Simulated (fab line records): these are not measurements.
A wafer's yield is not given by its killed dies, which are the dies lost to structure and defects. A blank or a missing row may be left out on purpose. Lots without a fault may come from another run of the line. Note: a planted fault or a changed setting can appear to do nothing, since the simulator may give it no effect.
Matching of chambers / flow sky130 / SKY_VIA3_CMP_24 on cmp-02: 4 sister chambers
The step polishes, stops on SiO2, t overpolish 20 s, target thk 0 nm. 20 wafers are shown with their chamber, then 10 later ones without.

WAFERS PAIRED WITH THEIR CHAMBERS
wafer=L076.1; chamber=2; motor-current-A (A)=12.2; time-to-endpoint-s (s)=93; overpolish-run-s (s)=20.004
wafer=L076.2; chamber=0; motor-current-A (A)=12.3; time-to-endpoint-s (s)=95; overpolish-run-s (s)=19.983
wafer=L076.5; chamber=1; motor-current-A (A)=10.1; time-to-endpoint-s (s)=91; overpolish-run-s (s)=20.015
wafer=L079.2; chamber=3; motor-current-A (A)=9.4; time-to-endpoint-s (s)=97; overpolish-run-s (s)=20.009
wafer=L079.3; chamber=0; motor-current-A (A)=12.1; time-to-endpoint-s (s)=94; overpolish-run-s (s)=19.999
wafer=L079.4; chamber=2; motor-current-A (A)=12.1; time-to-endpoint-s (s)=96; overpolish-run-s (s)=20.018
wafer=L080.2; chamber=1; motor-current-A (A)=9.5; time-to-endpoint-s (s)=94; overpolish-run-s (s)=20.009
wafer=L080.4; chamber=0; motor-current-A (A)=12.1; time-to-endpoint-s (s)=94; overpolish-run-s (s)=20.015
wafer=L080.6; chamber=1; motor-current-A (A)=9.5; time-to-endpoint-s (s)=96; overpolish-run-s (s)=20.007
wafer=L081.3; chamber=2; motor-current-A (A)=11.8; time-to-endpoint-s (s)=94; overpolish-run-s (s)=19.997
wafer=L081.4; chamber=1; motor-current-A (A)=9.8; time-to-endpoint-s (s)=96; overpolish-run-s (s)=19.997
wafer=L081.5; chamber=2; motor-current-A (A)=11.6; time-to-endpoint-s (s)=94; overpolish-run-s (s)=19.978
wafer=L082.1; chamber=2; motor-current-A (A)=12.3; time-to-endpoint-s (s)=96; overpolish-run-s (s)=19.996
wafer=L082.3; chamber=1; motor-current-A (A)=10.9; time-to-endpoint-s (s)=96; overpolish-run-s (s)=20.009
wafer=L082.5; chamber=3; motor-current-A (A)=10.1; time-to-endpoint-s (s)=95; overpolish-run-s (s)=20.015
wafer=L086.2; chamber=0; motor-current-A (A)=12.0; time-to-endpoint-s (s)=92; overpolish-run-s (s)=19.998
wafer=L086.4; chamber=1; motor-current-A (A)=10.1; time-to-endpoint-s (s)=93; overpolish-run-s (s)=20.007
wafer=L086.6; chamber=2; motor-current-A (A)=12.2; time-to-endpoint-s (s)=94; overpolish-run-s (s)=19.988
wafer=L089.3; chamber=3; motor-current-A (A)=9.3; time-to-endpoint-s (s)=98; overpolish-run-s (s)=20.011
wafer=L089.5; chamber=3; motor-current-A (A)=9.9; time-to-endpoint-s (s)=98; overpolish-run-s (s)=20.002

SIGNATURES, as means of the wafers listed above
reading=motor-current-A; chamber 0=12.125; chamber 1=9.983; chamber 2=12.033; chamber 3=9.675; scatter within a chamber=0.374
reading=time-to-endpoint-s; chamber 0=93.75; chamber 1=94.33; chamber 2=94.50; chamber 3=97.00; scatter within a chamber=1.57
reading=overpolish-run-s; chamber 0=19.99875; chamber 1=20.00733; chamber 2=19.99683; chamber 3=20.00925; scatter within a chamber=0.0103
Rule: a wafer lies at a distance from a chamber equal to the root of the sum of squares, over the readings, of (its reading less the chamber's mean, divided by the reading's scatter). The wafer belongs to the nearest chamber; if the next one is less than 2 further off, it can't be placed. How the scatter is found: for the shown wafers, subtract from each reading the mean of its chamber, square and add these, divide the total by (wafers less chambers), then take the root.

WAFERS WITHOUT THEIR CHAMBER
wafer=L089.6; motor-current-A (A)=11.8; time-to-endpoint-s (s)=99; overpolish-run-s (s)=20.002
wafer=L090.1; motor-current-A (A)=11.8; time-to-endpoint-s (s)=94; overpolish-run-s (s)=19.976
wafer=L090.4; motor-current-A (A)=9.9; time-to-endpoint-s (s)=98; overpolish-run-s (s)=20.008
wafer=L090.5; motor-current-A (A)=10.1; time-to-endpoint-s (s)=96; overpolish-run-s (s)=20.006
wafer=L091.2; motor-current-A (A)=12.7; time-to-endpoint-s (s)=94; overpolish-run-s (s)=20.004
wafer=L091.4; motor-current-A (A)=11.6; time-to-endpoint-s (s)=93; overpolish-run-s (s)=20.001
wafer=L091.5; motor-current-A (A)=11.9; time-to-endpoint-s (s)=92; overpolish-run-s (s)=20.005
wafer=L094.1; motor-current-A (A)=10.1; time-to-endpoint-s (s)=94; overpolish-run-s (s)=19.998
wafer=L094.2; motor-current-A (A)=12.1; time-to-endpoint-s (s)=92; overpolish-run-s (s)=19.988
wafer=L094.5; motor-current-A (A)=9.4; time-to-endpoint-s (s)=91; overpolish-run-s (s)=19.997

WHICH CHAMBER EACH WENT THROUGH
wafer=L089.6; from the rows above=can't be placed: 2 or 0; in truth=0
wafer=L090.1; from the rows above=can't be placed: 2 or 0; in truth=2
wafer=L090.4; from the rows above=can't be placed: 3 or 1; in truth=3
wafer=L090.5; from the rows above=can't be placed: 1 or 3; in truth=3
wafer=L091.2; from the rows above=can't be placed: 0 or 2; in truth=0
wafer=L091.4; from the rows above=can't be placed: 0 or 2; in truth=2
wafer=L091.5; from the rows above=can't be placed: 0 or 2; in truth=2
wafer=L094.1; from the rows above=can't be placed: 1 or 3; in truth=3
wafer=L094.2; from the rows above=can't be placed: 0 or 2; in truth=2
wafer=L094.5; from the rows above=can't be placed: 1 or 3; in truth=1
0 of 10 placed correctly. Not placeable from these rows: 10 (in 10, the candidates include the true chamber). Wrongly placed: 0.
